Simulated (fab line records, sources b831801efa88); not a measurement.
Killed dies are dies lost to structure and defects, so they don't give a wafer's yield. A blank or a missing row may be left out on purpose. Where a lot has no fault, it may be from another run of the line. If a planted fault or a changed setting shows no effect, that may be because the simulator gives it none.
fab line records | flow gf180mcu | part 2 of 2: steps 31 to 41 of 41
record lots=5 wafers=15 last-day=33
route steps=602 shown MVPSD@82 VT_IMPLANT@90
lots that met no fault: from a run of the same line without faults
start-h: start of the lot's first displayed wafer, in hours after the record's first day | wait-h: hours since the lot's step before | " the same as in the row above | L1.1+2: one row covering several wafers at once | - no value present, or no start provided | * or withheld: withheld | < > ~ a bound
route shown NAME@n: NAME is a module with steps in the file, n the number in the route of the first one | usual: mean/standard deviation of fault-free wafers | same: alike in all rows | chamber/n: place in a boat | sites: per-site readings | _std_site: how widely they spread, as a standard deviation | _edge_site: mean of outer sites minus mean of inner sites | radius-mm: how far each site lies from the wafer's centre | mask NAME#n: copy n | behind: the most recent tool/chamber to have shaped the wafer | hold: cause of the lot's hold/its duration in hours/its outcome | device: whichever transistor did not switch (one of n, p or np) | end of line: at the end of the route, the tests of the same wafers | a step given without rows: its recipe and nothing more | killed: the dies lost at the first sort to structure and to defects; this is not the yield of the wafer | map: a wafer's dies, x killed, . not, _ none there
set.NAME: the setting that was run; set.NAME@STEP: the one run at that earlier step | model.NAME: the simulator's own value behind a step, which no gauge read
lots seen at some steps along the route; tables by step, rows by wafer
services: from which hour (start-h, from the record's first day; less than 0 if before it) a tool's chamber was out of use, for how many hours, and why
## steps
# step GF_VT_IMPLANT_DEHYDRATE_22
# recipe temp-c=200 time-s=60
# usual heater-power-total-W=160.37/0.12
# columns lot.wafer tool chamber start-h wait-h heater-power-total-W
L083.1 litho-track-04 0 194.78 7.8 160.48
L083.3 " 0 " " 160.50
L083.5 " 0 " " 160.38
L085.1 litho-track-01 0 206.24 8.2 160.20
L085.2 " 0 " " 160.40
L085.4 " 0 " " 160.16
L091.1 litho-track-01 0 242.29 8.0 160.40
L091.4 " 0 " " 160.54
L091.5 " 0 " " 160.36
L092.1 litho-track-01 0 246.69 8.6 160.42
L092.2 " 0 " " 160.50
L092.6 " 0 " " 160.30
L094.3 litho-track-04 0 263.93 8.8 160.43
L094.5 " 0 " " 160.56
L094.6 " 0 " " 160.17
# step GF_VT_IMPLANT_HMDS_23
# recipe prime-time-s=60 prime-temp-c=120
# same prime-time-s=60
# columns lot.wafer tool chamber start-h wait-h
L083.1+3+5 litho-track-04 0 194.93 0.1
L085.1+2+4 litho-track-01 0 206.39 0.1
L091.1+4+5 litho-track-01 0 242.44 0.1
L092.1+2+6 litho-track-01 0 246.84 0.1
L094.3+5+6 litho-track-04 0 264.08 0.1
# step GF_VT_IMPLANT_COAT_24
# recipe resist=NOVOLAK spin-rpm=3000 resist-thk-nm=1000
# columns lot.wafer tool chamber start-h wait-h
L083.1+3+5 litho-track-04 0 195.08 0.1
L085.1+2+4 litho-track-01 0 206.54 0.1
L091.1+4+5 litho-track-01 0 242.59 0.1
L092.1+2+6 litho-track-01 0 246.99 0.1
L094.3+5+6 litho-track-04 0 264.23 0.1
# step GF_VT_IMPLANT_SOFTBAKE_25
# recipe temp-c=90 time-s=60 resist=NOVOLAK
# usual heater-power-total-W=56.59/0.051
# columns lot.wafer tool chamber start-h wait-h heater-power-total-W
L083.1 litho-track-04 0 195.23 0.1 56.63
L083.3 " 0 " " 56.50
L083.5 " 0 " " 56.50
L085.1 litho-track-01 0 206.69 0.1 56.67
L085.2 " 0 " " 56.56
L085.4 " 0 " " 56.57
L091.1 litho-track-01 0 242.74 0.1 56.58
L091.4 " 0 " " 56.56
L091.5 " 0 " " 56.56
L092.1 litho-track-01 0 247.14 0.1 56.71
L092.2 " 0 " " 56.66
L092.6 " 0 " " 56.67
L094.3 litho-track-04 0 264.38 0.1 56.63
L094.5 " 0 " " 56.63
L094.6 " 0 " " 56.45
# step GF_VT_IMPLANT_EXPOSE_26
# recipe mask-id=LVPWELL_HV_AREA target-cd-nm=860 na=0.6 source-shape=conventional sigma-outer=0.6 dose-mj=140
# columns lot.wafer tool chamber start-h wait-h mask
L083.1+3+5 iline-stepper-02 0 - - LVPWELL_HV_AREA#0
L085.1+2+4 iline-stepper-02 0 - - LVPWELL_HV_AREA#0
L091.1+4+5 iline-stepper-02 0 - - LVPWELL_HV_AREA#0
L092.1+2+6 iline-stepper-02 0 - - LVPWELL_HV_AREA#0
L094.3+5+6 iline-stepper-01 0 - - LVPWELL_HV_AREA#0
# step GF_VT_IMPLANT_PEB_27
# recipe temp-c=withheld time-s=* resist=NOVOLAK
# columns lot.wafer tool chamber start-h wait-h
L083.1+3+5 litho-track-03 0 - -
L085.1+2+4 litho-track-04 0 - -
L091.1+4+5 litho-track-01 0 - -
L092.1+2+6 litho-track-03 0 - -
L094.3+5+6 litho-track-04 0 - -
# step GF_VT_IMPLANT_DEVELOP_28
# recipe develop-time-s=60 dev-temp-c=23
# columns lot.wafer tool chamber start-h wait-h
L083.1+3+5 litho-track-03 0 203.94 0.1
L085.1+2+4 litho-track-04 0 214.88 0.1
L091.1+4+5 litho-track-01 0 251.79 0.1
L092.1+2+6 litho-track-03 0 256.14 0.1
L094.3+5+6 litho-track-04 0 273.83 0.1
# step GF_VT_IMPLANT_OVL_MEAS_29
# usual VT_IMPLANT_02_OVL=0.9/1.3
# columns lot.wafer tool chamber start-h wait-h VT_IMPLANT_02_OVL[nm]
L083.1 overlay-02 - 204.09 0.1 0.1
L083.3 " - " " 0.2
L083.5 " - " " 0.7
L085.1 overlay-01 - 215.03 0.1 0.5
L085.2 " - " " 1.9
L085.4 " - " " 1.1
L091.1 overlay-01 - 251.94 0.1 1.3
L091.4 " - " " 0.9
L091.5 " - " " 3.1
L092.1 overlay-01 - 256.29 0.1 0.7
L092.2 " - " " 1.8
L092.6 " - " " 0.9
L094.3 overlay-01 - 273.94 0.1 -0.6
L094.5 " - " " -1.1
L094.6 " - " " -1.1
# step GF_VT_IMPLANT_IMPLANT_30
# recipe species=B energy-kev=25 dose-cm2=2.534e+12 tilt-deg=7
# usual end-station-pressure-torr=5.01e-06/2.8e-07
# columns lot.wafer tool chamber start-h wait-h end-station-pressure-torr
L083.1 implanter-02 0 204.13 0.0 4.55e-06
L083.3 " 0 " " 4.63e-06
L083.5 " 0 " " 4.75e-06
L085.1 implanter-04 0 215.07 0.0 5.09e-06
L085.2 " 0 " " 5.15e-06
L085.4 " 0 " " 5.21e-06
L091.1 implanter-02 0 251.97 0.0 4.98e-06
L091.4 " 0 " " 5.37e-06
L091.5 " 0 " " 5.39e-06
L092.1 implanter-04 0 256.33 0.0 5.12e-06
L092.2 " 0 " " 4.52e-06
L092.6 " 0 " " 4.74e-06
L094.3 implanter-04 0 274.02 0.1 4.92e-06
L094.5 " 0 " " 5.04e-06
L094.6 " 0 " " 4.58e-06
# step GF_VT_IMPLANT_STRIP_31
# recipe chemistry=O2/N2 power-w=1400 pressure-mtorr=1500 platen-temp-c=250 o2-flow-sccm=3000 n2-flow-sccm=300 overash-fraction=0.5
# usual drypump-motor-current-A=5.8/0.61 heater-power-w=328/51 oes-product-au=0.716/0.0046 strip-time-to-endpoint-s=12.63/0.042
# columns lot.wafer tool chamber start-h wait-h drypump-motor-current-A heater-power-w oes-product-au rf-hours-counter-h strip-time-to-endpoint-s
L083.1 plasma-asher-03 1 204.30 0.1 6.1 306 0.719 54 12.61
L083.3 " 0 " " 6.0 268 0.719 - 12.65
L083.5 " 1 " " 6.2 303 0.722 - 12.62
L085.1 plasma-asher-03 1 215.22 0.1 6.1 305 0.716 56 12.68
L085.2 " 0 " " 6.0 268 0.715 56 12.66
L085.4 " 1 " " 6.2 310 0.711 - 12.69
L091.1 plasma-asher-01 1 252.12 0.1 4.6 326 0.719 62 12.64
L091.4 " 1 " " 4.6 324 0.712 - 12.66
L091.5 " 0 " " 6.6 419 0.713 - 12.63
L092.1 plasma-asher-03 0 256.48 0.1 6.0 264 0.717 61 12.64
L092.2 " 1 " " 6.1 298 0.721 61 12.62
L092.6 " 0 " " 6.0 265 0.721 - 12.64
L094.3 plasma-asher-03 0 274.15 0.1 6.0 268 0.721 - 12.61
L094.5 " 0 " " 6.0 265 0.713 - 12.62
L094.6 " 1 " " 6.1 299 0.720 - 12.68
# step GF_VT_IMPLANT_TW_MEAS_32
# usual VT_IMPLANT_3_TW=267.8/2.8
# columns lot.wafer tool chamber start-h wait-h VT_IMPLANT_3_TW
L083.1 film-metro-02 - 204.40 0.1 268.5
L083.3 " - " " 269.5
L083.5 " - " " 269.3
L085.1 film-metro-03 - 215.32 0.1 267.3
L085.2 " - " " 266.2
L085.4 " - " " 268.3
L091.1 film-metro-03 - 252.22 0.1 264.6
L091.4 " - " " 265.8
L091.5 " - " " 266.0
L092.1 film-metro-02 - 256.58 0.1 268.3
L092.2 " - " " 269.0
L092.6 " - " " 269.1
L094.3 film-metro-03 - 274.24 0.1 262.4
L094.5 " - " " 263.5
L094.6 " - " " 263.9
## services
# columns tool chamber start-h hours kind
plasma-asher-04 - 123.33 4.0 repair
implanter-04 - 135.21 3.2 pm
plasma-asher-04 - 160.68 8.2 repair
implanter-02 - 160.78 0.7 repair
implanter-01 - 160.79 26.8 pm
plasma-asher-04 - 169.11 2.3 repair
iline-stepper-02 0 173.14 - calibration
plasma-asher-04 - 194.71 25.0 pm
implanter-04 - 199.39 1.5 repair
implanter-01 - 201.29 30.0 repair
iline-stepper-01 - 208.35 1.7 pm
implanter-03 - 230.66 2.6 repair
iline-stepper-01 - 238.26 9.4 repair
plasma-asher-04 - 241.43 2.9 repair
plasma-asher-01 - 245.08 2.8 pm
implanter-01 - 249.34 27.6 pm
plasma-asher-04 - 252.26 1.2 repair
implanter-04 - 256.91 1.6 pm
implanter-02 - 261.29 0.5 repair
plasma-asher-01 - 268.22 0.7 repair
plasma-asher-04 - 268.70 2.2 repair
